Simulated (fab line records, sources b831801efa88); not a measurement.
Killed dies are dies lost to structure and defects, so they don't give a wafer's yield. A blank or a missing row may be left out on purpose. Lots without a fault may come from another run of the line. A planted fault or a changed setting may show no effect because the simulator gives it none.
fab line records | flow gf180mcu
record lots=12 wafers=36 last_day=34
route steps=602 shown DNWELL@41 NWELL@49 MVSD@75 POLY_GATE@170
lots that met no fault: from a run of the same line without faults
start_h: hours from the record's first day to the start of the lot's first wafer shown | wait_h: hours since the lot's step before | " the same as in the row above | L1.1+2: a row that stands for several wafers | - no value, or no start given | * or withheld: withheld | < > ~ a bound
route shown NAME@n: a module of which the file shows steps, and the number in the route of the first | usual: mean/standard deviation of fault-free wafers | same: alike in all rows | chamber/n: place in a boat | sites: the reading at each site | _std_site: their standard deviation | _edge_site: outer sites' mean less inner sites' | radius_mm: how far each site lies from the wafer's centre | mask NAME#n: copy n | behind: the tool/chamber that last shaped the wafer | hold: why the lot was held/for how many hours/how that ended | device: the transistor (n, p or np) that didn't switch | end of line: the same wafers' tests at the end of the route | a step without rows: its recipe alone | killed: dies lost to structure and defects at the first sort, not the wafer's yield | map: a wafer's dies, x killed, . not, _ none there
set.NAME: the setting as run; set.NAME@STEP: as run at that earlier step | model.NAME: the simulator's own value behind a step, which no gauge read
steps of the route over a sample of lots; a table a step, a row a wafer
services: from which hour (start_h, from the record's first day; less than 0 if before it) a tool's chamber was out of use, for how many hours, and why
## steps
# step GF_DNWELL_TW_MEAS_09
# usual DNWELL_TW=1362/8.7
# columns lot.wafer tool chamber start_h wait_h DNWELL_TW
L347.2 film_metro-04 - 42.59 0.1 1361
L347.5 " - " " 1353
L347.6 " - " " 1356
L348.1 film_metro-04 - 48.53 0.1 1369
L348.2 " - " " 1376
L348.5 " - " " 1377
L349.1 film_metro-03 - 53.08 0.1 1375
L349.2 " - " " 1371
L349.4 " - " " 1367
L350.1 film_metro-04 - 60.26 0.1 1359
L350.3 " - " " 1359
L350.6 " - " " 1356
L351.2 film_metro-04 - 62.87 0.1 1367
L351.4 " - " " 1372
L351.6 " - " " 1361
L352.1 film_metro-04 - 69.96 0.1 1354
L352.3 " - " " 1360
L352.6 " - " " 1354
L355.1 film_metro-02 - 85.48 0.1 1365
L355.3 " - " " 1365
L355.5 " - " " 1372
L357.3 film_metro-02 - 94.27 0.1 1352
L357.5 " - " " 1352
L357.6 " - " " 1347
L358.2 film_metro-03 - 102.16 0.1 1373
L358.4 " - " " 1381
L358.6 " - " " 1365
L361.2 film_metro-04 - 125.01 0.1 1360
L361.3 " - " " 1359
L361.6 " - " " 1361
L369.1 film_metro-02 - 159.17 0.1 1365
L369.2 " - " " 1360
L369.6 " - " " 1368
L370.1 film_metro-04 - 165.05 0.1 1362
L370.2 " - " " 1366
L370.4 " - " " 1355
# step GF_NWELL_OVL_MEAS_07
# usual NWELL_OVL=0.9/1.3
# columns lot.wafer tool chamber start_h wait_h NWELL_OVL[nm]
L347.2 overlay-02 - 54.88 - 1.7
L347.5 " - " " 2.5
L347.6 " - " " 1.0
L348.1 overlay-02 - 61.02 - -1.3
L348.2 " - " " 1.5
L348.5 " - " " 1.6
L349.1 overlay-01 - 66.33 - 1.0
L349.2 " - " " -0.2
L349.4 " - " " 0.4
L350.1 overlay-02 - 73.57 - 0.3
L350.3 " - " " -0.1
L350.6 " - " " 1.4
L351.2 overlay-01 - 75.78 - 0.2
L351.4 " - " " 1.3
L351.6 " - " " 1.8
L352.1 overlay-02 - 83.58 - 2.7
L352.3 " - " " 2.4
L352.6 " - " " 2.6
L355.1 overlay-01 - 99.27 - 2.2
L355.3 " - " " 0.9
L355.5 " - " " 1.6
L357.3 overlay-02 - 108.23 - -1.4
L357.5 " - " " 1.3
L357.6 " - " " 1.1
L358.2 overlay-02 - 115.51 - -0.8
L358.4 " - " " 0.5
L358.6 " - " " 2.4
L361.2 overlay-02 - 140.33 - 3.1
L361.3 " - " " -0.6
L361.6 " - " " 2.4
L369.1 overlay-01 - 175.17 - 1.3
L369.2 " - " " 1.0
L369.6 " - " " -0.5
L370.1 overlay-01 - 181.45 - 0.2
L370.2 " - " " 1.5
L370.4 " - " " -0.2
# step GF_MVSD_IMPLANT_09
# recipe species=P energy_kev=100 dose_cm2=5e+12 tilt_deg=0
# usual dose_ions_cm2=5e+12/5e+09 faraday_current_uA=28.2/0.55
# columns lot.wafer tool chamber start_h wait_h dose_ions_cm2 faraday_current_uA
L347.2 implanter-02 0 83.44 0.1 5.001e+12 28.6
L347.5 " 0 " " 4.998e+12 28.4
L347.6 " 0 " " 5.003e+12 28.5
L348.1 implanter-03 0 89.54 0.1 4.992e+12 28.3
L348.2 " 0 " " 4.995e+12 29.2
L348.5 " 0 " " 5e+12 28.9
L349.1 implanter-02 0 93.96 0.1 4.996e+12 28.3
L349.2 " 0 " " 4.989e+12 28.9
L349.4 " 0 " " 5.005e+12 28.1
L350.1 implanter-03 0 101.81 0.1 5.006e+12 29.2
L350.3 " 0 " " 5e+12 28.1
L350.6 " 0 " " 4.995e+12 29.0
L351.2 implanter-02 0 104.64 0.1 4.99e+12 27.8
L351.4 " 0 " " 5e+12 27.5
L351.6 " 0 " " 4.996e+12 28.2
L352.1 implanter-02 0 111.71 0.1 4.999e+12 29.0
L352.3 " 0 " " 4.997e+12 28.6
L352.6 " 0 " " 4.998e+12 27.8
L355.1 implanter-03 0 128.04 0.1 4.997e+12 28.8
L355.3 " 0 " " 4.999e+12 27.9
L355.5 " 0 " " 4.995e+12 28.0
L357.3 implanter-02 0 137.34 0.1 1.044e+12 5.9
L357.5 " 0 " " 1.046e+12 6.1
L357.6 " 0 " " 1.051e+12 6.0
L358.2 implanter-02 0 146.81 0.1 1.048e+12 5.8
L358.4 " 0 " " 1.045e+12 6.0
L358.6 " 0 " " 1.041e+12 5.6
L361.2 implanter-03 0 172.56 0.1 5.001e+12 28.6
L361.3 " 0 " " 5.009e+12 27.3
L361.6 " 0 " " 5.002e+12 28.7
L369.1 implanter-03 0 209.34 0.1 4.997e+12 28.6
L369.2 " 0 " " 5.003e+12 27.3
L369.6 " 0 " " 4.996e+12 28.9
L370.1 implanter-04 0 216.54 0.1 5.004e+12 27.3
L370.2 " 0 " " 5e+12 28.8
L370.4 " 0 " " 5.002e+12 28.1
# step GF_MVSD_TW_MEAS_11
# usual MVSD_TW=1587/19
# columns lot.wafer tool chamber start_h wait_h MVSD_TW
L347.2 film_metro-03 - 83.67 0.1 1606
L347.5 " - " " 1596
L347.6 " - " " 1609
L348.1 film_metro-04 - 89.79 0.1 1597
L348.2 " - " " 1603
L348.5 " - " " 1600
L349.1 film_metro-04 - 94.21 0.1 1604
L349.2 " - " " 1609
L349.4 " - " " 1608
L350.1 film_metro-04 - 102.06 0.1 1584
L350.3 " - " " 1572
L350.6 " - " " 1578
L351.2 film_metro-04 - 104.87 0.1 1591
L351.4 " - " " 1581
L351.6 " - " " 1590
L352.1 film_metro-03 - 111.96 0.1 1607
L352.3 " - " " 1603
L352.6 " - " " 1613
L355.1 film_metro-03 - 128.29 0.1 1607
L355.3 " - " " 1603
L355.5 " - " " 1606
L357.3 film_metro-01 - 137.56 0.1 1514
L357.5 " - " " 1519
L357.6 " - " " 1527
L358.2 film_metro-01 - 147.05 0.1 1499
L358.4 " - " " 1509
L358.6 " - " " 1494
L361.2 film_metro-04 - 172.80 0.1 1599
L361.3 " - " " 1589
L361.6 " - " " 1601
L369.1 film_metro-01 - 209.59 0.1 1563
L369.2 " - " " 1563
L369.6 " - " " 1570
L370.1 film_metro-01 - 216.79 0.1 1562
L370.2 " - " " 1561
L370.4 " - " " 1558
# step GF_VT_IMPLANT_RS_MEAS_46
# recipe thk_meas_gauge=four-point-probe
# usual MVSD_RS=456.1/1.1
# columns lot.wafer tool chamber start_h wait_h MVSD_RS[ohm/sq]
L347.2 film_metro-04 - 157.37 0.1 455.3
L347.5 " - " " 455.6
L347.6 " - " " 454.4
L348.1 film_metro-03 - 164.95 0.1 457.1
L348.2 " - " " 455.2
L348.5 " - " " 457.4
L349.1 film_metro-03 - 169.52 0.1 455.7
L349.2 " - " " 455.9
L349.4 " - " " 455.8
L350.1 film_metro-01 - 178.77 0.1 458.6
L350.3 " - " " 458.3
L350.6 " - " " 458.4
L351.2 film_metro-01 - 181.64 0.1 457.0
L351.4 " - " " 456.4
L351.6 " - " " 457.5
L352.1 film_metro-03 - 191.40 0.1 458.4
L352.3 " - " " 456.6
L352.6 " - " " 457.5
L355.1 film_metro-04 - 211.83 0.1 455.6
L355.3 " - " " 457.1
L355.5 " - " " 455.2
L357.3 film_metro-03 - 220.79 0.1 537.3
L357.5 " - " " 536.2
L357.6 " - " " 537.1
L358.2 film_metro-03 - 230.69 0.1 535.8
L358.4 " - " " 536.4
L358.6 " - " " 535.4
L361.2 film_metro-03 - 262.21 0.1 457.6
L361.3 " - " " 458.3
L361.6 " - " " 457.3
L369.1 film_metro-04 - 303.96 0.1 455.0
L369.2 " - " " 455.2
L369.6 " - " " 455.1
L370.1 film_metro-04 - 312.72 0.1 455.2
L370.2 " - " " 455.7
L370.4 " - " " 455.4
# step GF_POLY_GATE_ETCH_13
# recipe target=poly-Si target_depth_nm=198.5 stop_on=SiO2 over_etch_frac=0.403 chemistry=HBr/Cl2 icp_w=400 bias_w=100 pressure_mtorr=10 HBr_flow_sccm=150 Cl2_flow_sccm=50 time_s=69.6
# usual drypump_motor_current_A=5.9/0.51 oes_product_au=0.988/0.0062 throttle_valve_pct=33.685/0.0091
# columns lot.wafer tool chamber start_h wait_h drypump_motor_current_A oes_product_au rf_hours_counter_h throttle_valve_pct
L347.2 rie_si-01 0 196.46 - 6.7 0.987 60 33.688
L347.5 " 3 " " 5.5 0.991 - 33.696
L347.6 " 2 " " 5.6 0.989 - 33.672
L348.1 rie_si-01 3 204.13 - 5.5 0.983 20 33.693
L348.2 " 0 " " 6.7 0.986 60 33.679
L348.5 " 3 " " 5.5 0.978 - 33.697
L349.1 rie_si-01 3 209.23 - 5.5 0.993 20 33.705
L349.2 " 1 " " 5.5 0.988 25 33.681
L349.4 " 0 " " 6.6 0.996 60 33.703
L350.1 rie_si-02 1 218.56 - 5.5 0.987 1 33.682
L350.3 " 3 " " 6.7 0.981 26 33.683
L350.6 " 2 " " 6.3 0.983 - 33.675
L351.2 rie_si-01 1 220.43 - 5.5 0.986 25 33.668
L351.4 " 3 " " 5.6 0.976 20 33.687
L351.6 " 3 " " 5.6 0.980 - 33.703
L352.1 rie_si-02 3 230.91 - 6.6 1.004 26 33.691
L352.3 " 2 " " 6.3 0.991 101 33.670
L352.6 " 1 " " 5.5 1.004 - 33.669
L355.1 rie_si-01 1 253.31 - 5.5 0.998 25 33.683
L355.3 " 3 " " 5.5 0.987 20 33.693
L355.5 " 2 " " 5.5 0.993 - 33.691
L357.3 rie_si-01 3 265.77 - 5.5 0.987 20 33.684
L357.5 " 0 " " 6.7 0.994 - 33.681
L357.6 " 1 " " 5.5 0.990 - 33.702
L358.2 rie_si-02 3 275.53 - 6.7 0.990 26 33.675
L358.4 " 2 " " 6.3 0.981 102 33.684
L358.6 " 2 " " 6.3 0.980 - 33.669
L361.2 rie_si-01 0 306.67 - 6.7 0.986 61 33.678
L361.3 " 3 " " 5.5 0.979 20 33.681
L361.6 " 0 " " 6.6 0.978 - 33.693
L369.1 rie_si-02 0 351.87 - 5.4 0.986 60 33.669
L369.2 " 2 " " 6.3 0.995 0 33.679
L369.6 " 0 " " 5.3 0.995 - 33.690
L370.1 rie_si-01 0 361.81 - 6.6 0.988 61 33.691
L370.2 " 1 " " 5.5 0.990 26 33.677
L370.4 " 2 " " 5.5 0.980 4 33.682
## services
# columns tool chamber start_h hours kind
implanter-02 - 61.05 5.5 repair
rie_si-01 2 62.29 2.3 repair
implanter-04 - 69.81 134.9 pm
implanter-03 - 77.81 10.5 repair
implanter-02 - 182.37 4.0 repair
rie_si-02 0 206.10 5.5 repair
rie_si-02 3 218.61 5.0 repair
implanter-04 - 225.62 5.4 repair
implanter-04 - 242.49 1.8 repair
implanter-03 - 245.56 3.9 repair
implanter-02 - 249.48 2.5 pm
implanter-02 - 250.41 2.3 repair
rie_si-02 - 251.70 2.8 pm
implanter-02 - 252.69 2.5 pm
implanter-02 - 255.31 2.0 repair
implanter-03 - 259.38 0.5 repair
rie_si-02 0 285.16 3.1 repair
implanter-02 - 287.11 5.7 repair
implanter-03 - 296.89 4.0 repair
implanter-03 - 304.03 3.3 pm
implanter-02 - 318.42 3.3 repair
implanter-02 - 328.80 7.4 pm
implanter-02 - 343.90 2.7 repair
rie_si-02 3 345.78 23.3 repair
## key
first_sign step=GF_MVSD_IMPLANT_09 reading=dose_ions_cm2 direction=down sigmas=99+ usual=5e+12 struck=1.046e+12
effect step=GF_MVSD_IMPLANT_09 reading=faraday_current_uA direction=down sigmas=41 usual=28.2 struck=5.9
effect step=GF_MVSD_TW_MEAS_11 reading=MVSD_TW direction=down sigmas=4.1 usual=1587 struck=1510
effect step=GF_VT_IMPLANT_RS_MEAS_46 reading=MVSD_RS direction=up sigmas=75 usual=456.1 struck=536.4
met_at GF_MVSD_IMPLANT_09
struck_lots L357,L358
tester_left_out L357,L358
not_acting_at GF_DNWELL_TW_MEAS_09,GF_NWELL_OVL_MEAS_07,GF_POLY_GATE_ETCH_13
onset_between 111.71 137.34
fault kind=process_parameter_drift tool=implanter-02 chamber=- onset_h=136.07 steps=GF_MVSD_IMPLANT_09 channel=dose_cm2 offset=-3.9526e+12 shape=step end_h=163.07 acts_in=these_recipes_only stated=5e+12
# tester_left_out: of these lots the tester's yield and bins aren't shown, on N5 and GAA mostly nor the transistor test; their killed dies are dies lost to structure and defects alone, not to doping, threshold or leakage, so they don't give the yield
